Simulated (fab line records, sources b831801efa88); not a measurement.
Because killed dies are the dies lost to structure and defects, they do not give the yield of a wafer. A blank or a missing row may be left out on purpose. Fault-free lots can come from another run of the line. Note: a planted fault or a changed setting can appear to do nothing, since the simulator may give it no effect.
2 desks looking at one fault ; flow sky130 ; only its own numbers are on each desk; what lay behind them is given at the end

== FROM THE METROLOGY DESK ==
What the gauges read, lot by lot, whatever tool the lot ran on: means of the sampled wafers that have a number. The brackets show how far a lot's mean lies from the usual mean; more than 4 standard deviations puts the lot out of limits, marked OUT.
Columns: A = VIA4_HDPCVD_THK at SKY_VIA4_THK_MEAS_01, usual 1752 nm; B = VIA4_BOW at SKY_VIA4_BOW_MEAS_03, usual 80 um; C = VIA4_OVL at SKY_VIA4_OVL_MEAS_11, usual 0.0 nm; D = VIA4_W_RS at SKY_VIA4_RS_MEAS_19, usual 0.2279 ohm/sq; E = VIA4_W_THK at SKY_VIA4_THK_MEAS_20, usual 510 nm; F = METAL5_ALCU_RS at SKY_METAL5_RS_MEAS_05, usual 0.0271 ohm/sq; G = METAL5_ALCU_THK at SKY_METAL5_THK_MEAS_06, usual 1147 nm
lot;first seen here;A;B;C;D;E;F;G
L615;day 44 01:23;1747;80;0.7;0.2295;506;0.0274;1127
L616;day 44 04:41;1730;77;2.3;0.2307;507;0.0270;1150
L617;day 45 03:59;1755;66;0.0;0.2254;513;0.0270;1161
L624;day 46 03:43;1759;76;0.9;0.2279;510;0.0272;1131
L629;day 47 22:25;1747;79;-1.3;0.2259;510;0.0276;1139
This desk's verdict: no lot among the 5 shows anything out of limits.

== THE TOOL OWNER'S DESK: plasma-asher-02 ==
The tool's own readings at SKY_VIA4_STRIP_13 (strips in O2/N2): means of the sampled wafers that have a number, for each lot that ran on this tool. The brackets show how far a lot's mean lies from the usual mean; more than 4 standard deviations puts the lot out of limits, marked OUT.
Columns: A = chamber-pressure-mTorr at SKY_VIA4_STRIP_13, usual 1500.0 mTorr; B = drypump-motor-current-A at SKY_VIA4_STRIP_13, usual 5.73 A; C = o2-flow-sccm at SKY_VIA4_STRIP_13, usual 2999 sccm; D = oes-product-au at SKY_VIA4_STRIP_13, usual 0.710 a.u.; E = strip-time-to-endpoint-s at SKY_VIA4_STRIP_13, usual 12.801 s
lot;first seen here;A;B;C;D;E
L617;day 46 00:56;1499.1;5.54;2990;0.710;12.800
L624;day 47 00:27;1500.0;5.58;3006;0.710;12.822
This desk's verdict: no lot among the 2 shows anything out of limits.

== PUT TOGETHER ==
At the metrology desk, nothing out of limits was observed.
The desk of the tool owner found nothing out of limits.

== WHAT THE SIMULATOR HAD PUT IN ==
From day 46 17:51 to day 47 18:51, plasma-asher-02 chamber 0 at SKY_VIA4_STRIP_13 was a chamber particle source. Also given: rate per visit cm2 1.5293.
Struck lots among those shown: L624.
